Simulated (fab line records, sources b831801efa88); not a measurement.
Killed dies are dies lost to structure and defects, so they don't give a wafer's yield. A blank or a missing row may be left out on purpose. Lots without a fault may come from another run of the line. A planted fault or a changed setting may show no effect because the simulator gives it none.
Problem report in the 8D (eight disciplines) form, filled by code | flow sky130 | the parts of the form that need people (team, actions taken, sign-off) are left out

1. THE PROBLEM
killed_at_front_end at SKY_PAD_OPEN_PROBE_99 reads a mean of 65 on 6 wafers of 2 lots; wafers without a fault read 14 with a standard deviation of 4.5. That is +11 standard deviations from the usual mean.
First seen on wafer L277.1, day 49 06:55, on prober-01. The record holds 15 wafers of 5 lots with a number at this step. Rule for "out", or "out of limits": more than 4 standard deviations from the usual mean. The other wafers with a number count as sound.

2. WHAT IT IS AND WHAT IT IS NOT
question                    | is                     | is not
which readings at this step | killed_at_front_end    | killed_at_M0_to_M3, killed_at_M4_up, killed_at_contacts, killed_at_other, killed_open
which lots                  | L277, L278             | L264, L268, L269
which wafers of those lots  | all that have a number | -
read on which tools         | prober-01, prober-02   | -
when                        | from day 49 06:55      | up to then (9 sound wafers)

3. SUSPECTS, AND WHAT RULES EACH OUT
Counting: a tool at a process step up to the reading stays a suspect if it ran every lot that is out and no sound lot after the first of them.
- wet_bench-01 at SKY_NWELL_CLEAN_27 (cleans in SC1/SC2, time 150 s): kept. It ran every lot that is out, first L277 (day 8 22:29), and no sound lot after that; its last sound lot up to then is L269 (day 6 18:08).
- rie_metal-01 at SKY_METAL5_DESCUM_14 (chemistry O2, time 11 s): kept. It ran every lot that is out, first L277 (day 47 14:17), and no sound lot after that.
Left after counting: wet_bench-01 at SKY_NWELL_CLEAN_27, rie_metal-01 at SKY_METAL5_DESCUM_14.

4. THE CAUSE (what the simulator had put in)
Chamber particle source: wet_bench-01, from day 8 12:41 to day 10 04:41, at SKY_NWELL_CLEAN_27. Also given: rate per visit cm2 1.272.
Counting left 2 suspects, and this tool is among them.

5. THE CHAIN OF EFFECTS, in route order
Each row: a reading whose mean over the struck wafers that have a number lies more than 3 standard deviations from the usual. Only readings for which the record gives a usual standard deviation are gone through. hours: the time from each lot's start at the first step in this table that gives one to its start at this step, as a median over the lots. sigmas: the change in usual standard deviations.
hours | step                  | reading             | usual | on struck wafers | change | sigmas
0     | SKY_PAD_OPEN_PROBE_99 | killed_at_front_end | 14    | 65               | +51    | +11
0     | SKY_PAD_OPEN_PROBE_99 | killed_dies         | 84    | 133              | +49    | +5.1
The process steps in it:
- SKY_PAD_OPEN_PROBE_99

6. WHAT WOULD HAVE CAUGHT IT SOONER
In this record the first reading out of limits was taken at day 49 06:55, 978 hours after the fault began at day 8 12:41.
Of the tool readings at SKY_NWELL_CLEAN_27 for which the record gives a usual standard deviation, none was out on any struck wafer, so an alarm limit of 4 standard deviations on them would not have fired.
All the lots that are out (2) had begun SKY_NWELL_CLEAN_27 on wet_bench-01 by day 49 06:55. A hold on the tool at that time would have spared none of them.
